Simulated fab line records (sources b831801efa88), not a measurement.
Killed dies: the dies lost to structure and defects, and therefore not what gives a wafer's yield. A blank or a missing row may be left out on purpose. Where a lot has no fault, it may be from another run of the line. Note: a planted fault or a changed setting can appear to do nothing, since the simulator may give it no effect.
Chamber matching | flow sky130 | SKY_VIA2_CMP_24 on cmp-01 has 4 sister chambers
The step polishes, stops on SiO2, t overpolish 20 s, target thk 0 nm. 8 wafers are shown with their chamber, then 10 later ones without.

WAFERS, EACH WITH ITS CHAMBER
wafer  | chamber | timeToEndpointS (s) | motorCurrentA (A)
L085.6 | 2       | 100                 | 11.3
L086.5 | 3       | 88                  | 9.7
L086.6 | 2       | 98                  | 11.4
L083.2 | 0       | 110                 | 10.7
L083.3 | 1       | 97                  | 11.2
L083.5 | 1       | 97                  | 10.4
L090.2 | 3       | 93                  | 10.5
L090.3 | 0       | 105                 | 10.8

WAFERS WITHOUT THEIR CHAMBER
wafer  | timeToEndpointS (s) | motorCurrentA (A)
L090.5 | 96                  | 10.6
L092.1 | 100                 | 10.4
L092.2 | 105                 | 11.7
L092.5 | 110                 | 11.1
L093.2 | 105                 | 12.0
L093.3 | 94                  | 9.8
L093.4 | 94                  | 10.3
L095.1 | 93                  | 9.7
L095.3 | 108                 | 10.6
L095.5 | 98                  | 11.1

CHAMBER TAKEN BY EACH
wafer  | from the rows above          | in truth
L090.5 | can't be placed: 1 or 2 or 3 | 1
L092.1 | can't be placed: 1 or 2 or 0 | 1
L092.2 | can't be placed: 2 or 0 or 1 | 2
L092.5 | 0                            | 0
L093.2 | can't be placed: 2 or 0 or 1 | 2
L093.3 | can't be placed: 3 or 1      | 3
L093.4 | can't be placed: 3 or 1 or 2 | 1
L095.1 | can't be placed: 3 or 1      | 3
L095.3 | 0                            | 0
L095.5 | can't be placed: 2 or 1      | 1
Correctly placed: 2 of 10. Unplaceable from these rows: 8, with the true chamber sitting among the candidates in 8. Wrongly placed: 0.
How it was worked out, from the rows above alone: a wafer's distance from a chamber is the root of the sum, over the readings, of the square of ((its reading less the chamber's mean) divided by the reading's scatter). If the next closest chamber is less than 2 further off than the closest, the wafer can't be placed; otherwise it belongs to the closest. The mean given for a chamber averages the wafers shown for that chamber. The scatter: the root of (the sum of the squares of (reading less its chamber's mean) over the shown wafers, divided by (wafers less chambers)).
